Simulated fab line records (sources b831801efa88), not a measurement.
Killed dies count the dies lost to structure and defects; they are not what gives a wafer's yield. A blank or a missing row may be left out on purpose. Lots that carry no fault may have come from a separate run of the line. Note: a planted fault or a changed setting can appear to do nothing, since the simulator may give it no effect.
Which tool did it? || flow sky130 || 12 lots with 36 wafers sampled at 4 steps, on a route of 708 steps

WHAT THE GAUGES SHOWED, per wafer
SKY_FIELD_ISO_CD_MEAS_13: the cd target is 150 nm.
{"lot": "L364", "measured": "day 2 04:41", "on": "cd sem-02", "cd nm (nm)": "151.0 150.1 150.7"}
{"lot": "L366", "measured": "day 2 15:01", "on": "cd sem-02", "cd nm (nm)": "149.3 148.7 149.9"}
{"lot": "L370", "measured": "day 3 12:43", "on": "cd sem-01", "cd nm (nm)": "150.2 150.8 150.6"}
{"lot": "L371", "measured": "day 3 16:16", "on": "cd sem-01", "cd nm (nm)": "151.1 151.8 150.3"}
{"lot": "L372", "measured": "day 3 22:25", "on": "cd sem-02", "cd nm (nm)": "151.2 150.9 149.1"}
{"lot": "L373", "measured": "day 4 04:08", "on": "cd sem-01", "cd nm (nm)": "130.5 130.5 131.1 130.5 130.5 131.0"}
{"lot": "L374", "measured": "day 4 08:29", "on": "cd sem-01", "cd nm (nm)": "151.2 149.8 151.0"}
{"lot": "L380", "measured": "day 5 18:46", "on": "cd sem-02", "cd nm (nm)": "153.0 152.9 152.7"}
{"lot": "L383", "measured": "day 6 07:22", "on": "cd sem-01", "cd nm (nm)": "149.1 149.9 149.5"}
{"lot": "L384", "measured": "day 6 12:32", "on": "cd sem-02", "cd nm (nm)": "152.3 150.8 151.0"}
{"lot": "L385", "measured": "day 6 17:17", "on": "cd sem-02", "cd nm (nm)": "148.8 149.5 149.2"}
{"lot": "L386", "measured": "day 7 00:10", "on": "cd sem-02", "cd nm (nm)": "149.6 148.0 149.9"}

SKY_NWELL_THK_MEAS_02.
{"lot": "L364", "measured": "day 2 12:13", "on": "film metro-02", "NWELL_OXIDATION_THK (nm)": "10.43 10.30 10.35"}
{"lot": "L366", "measured": "day 2 22:40", "on": "film metro-03", "NWELL_OXIDATION_THK (nm)": "10.17 10.28 10.21"}
{"lot": "L370", "measured": "day 3 21:32", "on": "film metro-03", "NWELL_OXIDATION_THK (nm)": "10.11 10.16 10.21"}
{"lot": "L371", "measured": "day 3 23:41", "on": "film metro-03", "NWELL_OXIDATION_THK (nm)": "10.14 9.98 10.16"}
{"lot": "L372", "measured": "day 4 04:55", "on": "film metro-03", "NWELL_OXIDATION_THK (nm)": "10.04 10.26 10.34"}
{"lot": "L373", "measured": "day 4 18:52", "on": "film metro-04", "NWELL_OXIDATION_THK (nm)": "10.06 9.92 10.01"}
{"lot": "L374", "measured": "day 4 16:18", "on": "film metro-03", "NWELL_OXIDATION_THK (nm)": "10.03 10.12 10.25"}
{"lot": "L380", "measured": "day 6 15:23", "on": "film metro-04", "NWELL_OXIDATION_THK (nm)": "10.39 10.34 10.19"}
{"lot": "L383", "measured": "day 7 02:37", "on": "film metro-04", "NWELL_OXIDATION_THK (nm)": "10.17 10.05 10.14"}
{"lot": "L384", "measured": "day 7 08:14", "on": "film metro-03", "NWELL_OXIDATION_THK (nm)": "10.14 10.25 10.40"}
{"lot": "L385", "measured": "day 7 08:15", "on": "film metro-02", "NWELL_OXIDATION_THK (nm)": "10.12 10.40 10.34"}
{"lot": "L386", "measured": "day 7 12:03", "on": "film metro-03", "NWELL_OXIDATION_THK (nm)": "10.22 10.18 10.11"}

SKY_PWDE_TW_MEAS_10.
{"lot": "L364", "measured": "day 3 20:03", "on": "film metro-03", "PWDE_TW": "368 366 367"}
{"lot": "L366", "measured": "day 4 07:46", "on": "film metro-04", "PWDE_TW": "376 373 376"}
{"lot": "L370", "measured": "day 5 08:02", "on": "film metro-03", "PWDE_TW": "366 366 366"}
{"lot": "L371", "measured": "day 5 10:11", "on": "film metro-04", "PWDE_TW": "375 377 375"}
{"lot": "L372", "measured": "day 5 15:52", "on": "film metro-04", "PWDE_TW": "374 372 373"}
{"lot": "L373", "measured": "day 6 00:45", "on": "film metro-04", "PWDE_TW": "377 376 376"}
{"lot": "L374", "measured": "day 6 03:53", "on": "film metro-02", "PWDE_TW": "374 377 378"}
{"lot": "L380", "measured": "day 8 02:50", "on": "film metro-03", "PWDE_TW": "366 364 366"}
{"lot": "L383", "measured": "day 8 15:00", "on": "film metro-04", "PWDE_TW": "375 372 372"}
{"lot": "L384", "measured": "day 9 01:18", "on": "film metro-04", "PWDE_TW": "376 375 376"}
{"lot": "L385", "measured": "day 9 01:17", "on": "film metro-03", "PWDE_TW": "367 364 366"}
{"lot": "L386", "measured": "day 9 03:41", "on": "film metro-02", "PWDE_TW": "377 374 374"}

EACH LOT AND THE TOOL THAT RAN IT (in order: tool; ch and the chambers of the sampled wafers; start)
{"lot": "L364", "SKY_FIELD_ISO_EXPOSE_10": "krf scanner-01 ch 0, day 1 20:58"}
{"lot": "L366", "SKY_FIELD_ISO_EXPOSE_10": "krf scanner-02 ch 0, day 2 07:41"}
{"lot": "L370", "SKY_FIELD_ISO_EXPOSE_10": "krf scanner-02 ch 0, day 3 04:53"}
{"lot": "L371", "SKY_FIELD_ISO_EXPOSE_10": "krf scanner-01 ch 0, day 3 08:26"}
{"lot": "L372", "SKY_FIELD_ISO_EXPOSE_10": "krf scanner-01 ch 0, day 3 14:40"}
{"lot": "L373", "SKY_FIELD_ISO_EXPOSE_10": "krf scanner-02 ch 0, day 3 19:28"}
{"lot": "L374", "SKY_FIELD_ISO_EXPOSE_10": "krf scanner-01 ch 0, day 3 23:59"}
{"lot": "L380", "SKY_FIELD_ISO_EXPOSE_10": "krf scanner-01 ch 0, day 5 09:40"}
{"lot": "L383", "SKY_FIELD_ISO_EXPOSE_10": "krf scanner-01 ch 0, day 5 22:29"}
{"lot": "L384", "SKY_FIELD_ISO_EXPOSE_10": "krf scanner-02 ch 0, day 6 03:20"}
{"lot": "L385", "SKY_FIELD_ISO_EXPOSE_10": "krf scanner-01 ch 0, day 6 09:02"}
{"lot": "L386", "SKY_FIELD_ISO_EXPOSE_10": "krf scanner-01 ch 0, day 6 15:44"}
- SKY_FIELD_ISO_EXPOSE_10: exposes mask FOM, target cd 150 nm.

WHAT THE TOOLS THEMSELVES READ (means of the sampled wafers that have a number; where no wafer has one, the mark that the record gives instead)
SKY_FIELD_ISO_EXPOSE_10.
{"lot": "L364", "tool": "krf scanner-01", "focus offset nm (nm)": -0.5}
{"lot": "L366", "tool": "krf scanner-02", "focus offset nm (nm)": 0.2}
{"lot": "L370", "tool": "krf scanner-02", "focus offset nm (nm)": 0.4}
{"lot": "L371", "tool": "krf scanner-01", "focus offset nm (nm)": -1.3}
{"lot": "L372", "tool": "krf scanner-01", "focus offset nm (nm)": -0.3}
{"lot": "L373", "tool": "krf scanner-02", "focus offset nm (nm)": -0.3}
{"lot": "L374", "tool": "krf scanner-01", "focus offset nm (nm)": -0.2}
{"lot": "L380", "tool": "krf scanner-01", "focus offset nm (nm)": 0.3}
{"lot": "L383", "tool": "krf scanner-01", "focus offset nm (nm)": 0.2}
{"lot": "L384", "tool": "krf scanner-02", "focus offset nm (nm)": -0.7}
{"lot": "L385", "tool": "krf scanner-01", "focus offset nm (nm)": -1.2}
{"lot": "L386", "tool": "krf scanner-01", "focus offset nm (nm)": 0.1}

THE ANSWER, worked out from the rows above alone
Rule: the usual values come from the lots themselves. The widest of any qualifying gaps counts: lots, ordered by their means at a reading, are off when they make up no more than a third of the lots, leave a main group of 4 or more, and stand apart from it by 3 or more times the standard deviation of that group's means. If all means in a main group match to the digits the tables above print for the reading, that group is not used. Also off: a lot with no number at a reading for which 4 or more lots have one. All remaining lots with rows at the step are treated as sound. The gauges are gone through in route order, then the tools' own readings, and for those a lot's mean is taken as printed above. At the first step where some lot is off, the reading lying furthest off is the one used; lots without a number count as furthest.
Off, at SKY_FIELD_ISO_CD_MEAS_13 on cd nm: L373. Mean 150.4 nm and standard deviation 1.1 in the main group.
A tool fits if, at a process step before that reading, it ran every lot that is off, and no sound lot after the first of them. Those tools and the gauges at SKY_FIELD_ISO_CD_MEAS_13 are tried in the same way. No candidate that was tried fits.

WHAT THE SIMULATOR HAD PUT IN
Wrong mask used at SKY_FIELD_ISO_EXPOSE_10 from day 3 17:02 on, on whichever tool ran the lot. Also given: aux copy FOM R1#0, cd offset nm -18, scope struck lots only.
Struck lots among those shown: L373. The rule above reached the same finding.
